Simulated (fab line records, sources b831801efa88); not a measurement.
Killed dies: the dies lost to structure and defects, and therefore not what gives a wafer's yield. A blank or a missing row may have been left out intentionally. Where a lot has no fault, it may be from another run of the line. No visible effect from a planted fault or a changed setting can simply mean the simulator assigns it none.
A single fault, viewed from 2 desks -- flow sky130 -- each desk holds nothing but its own numbers, with what lay behind them at the end

THE TOOL OWNER'S DESK: cmp-02
The tool's own readings at SKY_CONTACT_CMP_04 (polishes SiO2): means of the sampled wafers that have a number, for each lot that ran on this tool. If a lot's mean is further than 4 standard deviations from the usual mean, the lot is out of limits and carries the mark OUT (the distance appears in the brackets).
Columns: A = motor-current-A at SKY_CONTACT_CMP_04, usual 12.3 A; B = time-to-endpoint-s at SKY_CONTACT_CMP_04, usual 82 s
lot,first seen here,A,B
L664,day 30 22:39,12.6,85
L665,day 31 12:45,11.9,81
L668,day 32 08:45,12.5,83
L669,day 32 19:07,12.8,81
L670,day 32 20:43,11.3,88
L671,day 33 08:36,12.6,81
L673,day 34 10:16,12.6,77
L681,day 36 15:06,12.1,68
Finding of this desk: none of the 8 lots has anything out of limits.

FROM THE METROLOGY DESK
What the gauges read, lot by lot, whatever tool the lot ran on: means of the sampled wafers that have a number. If a lot's mean is further than 4 standard deviations from the usual mean, the lot is out of limits and carries the mark OUT (the distance appears in the brackets).
Columns: A = LI_CONTACT_W_THK at SKY_LI_CONTACT_THK_MEAS_23, usual 394 nm
lot,first seen here,A
L662,day 29 05:01,403
L664,day 29 16:33,396
L665,day 30 07:38,393
L666,day 30 20:07,398
L667,day 30 21:24,392
L668,day 31 03:38,398
L669,day 31 14:04,394
L670,day 31 15:52,398
L671,day 32 03:47,394
L673,day 33 06:21,392
L681,day 35 11:08,392
L684,day 36 20:29,395
Finding of this desk: none of the 12 lots has anything out of limits.

PUT TOGETHER
The desk of the tool owner found nothing out of limits.
The metrology desk saw nothing out of limits.

WHAT HAD BEEN PUT IN BY THE SIMULATOR
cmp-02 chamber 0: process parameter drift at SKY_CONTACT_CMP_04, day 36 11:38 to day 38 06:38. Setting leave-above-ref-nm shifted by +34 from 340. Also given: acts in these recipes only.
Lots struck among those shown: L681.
